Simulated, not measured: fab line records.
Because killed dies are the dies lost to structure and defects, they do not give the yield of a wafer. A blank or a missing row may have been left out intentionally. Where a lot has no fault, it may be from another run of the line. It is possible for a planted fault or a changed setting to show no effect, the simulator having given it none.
Struck lot and sound lot, side by side + flow gf180mcu + 16 out of 602 route steps
Sound: wafers L360.1, L360.4, L360.6. Struck: wafer L349.2 (L349.1, L349.5, from the same lot, were not struck and are left out); the cause is given at the end.
Each step with rows lists, per side, the tool, then ch with its chambers, then its first start. Under that, the readings that differ: sound wafers + struck wafers + difference of the means + sigmas: that difference in standard deviations of wafers without a fault.
alike: words and numbers the same on both sides, and readings whose means are apart by under 2 such deviations; not compared: readings that were withheld, readings missing a value for some wafer, numbers with overlapping values and no deviation given by the record, and bounds like >300 which may hide the same value.
The two part at a step that has a row with sigmas, a row that says differs or no value, or rows on one side only. Numbers that don't overlap but have no deviation are shown without sigmas and don't part them. Lack of a reading on every wafer of one side parts them only where that side has two or more wafers.

first, 4 steps without rows for these wafers: GF_M2_SOFTBAKE_10 (time 60 s); GF_M2_EXPOSE_11 (exposes mask Metal2, target cd 280 nm); GF_M2_PEB_12 (peb time 90 s); GF_M2_DEVELOP_13 (develop time 60 s).
GF_M2_CD_MEAS_14 targets a cd of 280 nm.
  struck on cd sem-02, day 21 12:49; sound on cd sem-02, day 25 12:29
  alike: cd nm
GF_M2_OVL_MEAS_15:
  struck on overlay-02, day 21 12:56; sound on overlay-02, day 25 12:36
| reading     | sound      | struck | difference | sigmas |
|-------------|------------|--------|------------|--------|
| M2_OVL (nm) | -4 -12 -14 | 6      | +16        | +2     |
GF_M2_METAL_ETCH_16: etches the open film in Cl2/BCl3, stops on SiO2, target depth 627.5 nm, time 104.6 s.
  sound on rie metal-04 ch 1, day 25 12:38; struck on rie metal-02 ch 1, day 21 12:59
| reading                | sound                | struck | difference | sigmas |
|------------------------|----------------------|--------|------------|--------|
| throttle valve pct (%) | 28.214 28.234 28.234 | 28.249 | +0.022     | +2     |
  alike: drypump motor current A, mfc cl2 sccm, oes product au
  not compared: rf hours counter h
GF_M2_STRIP_17: strips in O2/N2.
  sound on plasma asher-04 ch 1, day 25 12:45; struck on plasma asher-03 ch 1, day 21 13:05
| reading            | sound       | struck | difference | sigmas |
|--------------------|-------------|--------|------------|--------|
| heater power w (W) | 327 328 334 | 244    | -86        | -2     |
  alike: drypump motor current A, n2 flow sccm, oes product au, strip time to endpoint s
  not compared: rf hours counter h
then, 3 steps without rows for these wafers: GF_M2_STRIP_18 (strips in post etch residue remover, time 1200 s); GF_M2_CLEAN_19 (cleans in DIW); GF_V2_CVD_00 (deposits SiO2, target thk 600 nm, time 100 s).
GF_V2_THK_MEAS_01:
  struck on film metro-03, day 21 14:07; sound on film metro-02, day 25 13:22
  alike: V2_CVD_00_THK
GF_V2_CVD_02: deposits SiO2 from TEOS, target thk 850 nm, time 94.851 s.
  sound on pecvd-01 ch 0,1,2, day 25 13:25; struck on pecvd-04 ch 0, day 21 14:10
| reading                             | sound             | struck | difference | sigmas |
|-------------------------------------|-------------------|--------|------------|--------|
| rf fwd power W (W)                  | 596.6 597.9 598.0 | 694.3  | +96.8      | +48    |
| model.SiO2_of_V2_CVD_02.thk nm (nm) | 862.8 865.1 872.4 | 883.7  | +16.9      |        |
  alike: heater power w, susceptor temp C
GF_V2_THK_MEAS_03:
  struck on film metro-03, day 21 14:14; sound on film metro-04, day 25 13:29
  alike: V2_CVD_02_THK
GF_V2_CMP_04: polishes SiO2.
  sound on cmp-01 ch 0,1,3, day 25 13:36; struck on cmp-01 ch 2, day 21 14:18
  alike: motor current A, time to endpoint s
GF_PASSIVATION_PROBE_99:
  sound wafers here have rows in the record (prober-01, day 33 19:37); struck ones have none

WHERE THEY PART
At GF_M2_OVL_MEAS_15 first; at GF_PASSIVATION_PROBE_99 last (within this record only).

WHY: what the simulator had put in
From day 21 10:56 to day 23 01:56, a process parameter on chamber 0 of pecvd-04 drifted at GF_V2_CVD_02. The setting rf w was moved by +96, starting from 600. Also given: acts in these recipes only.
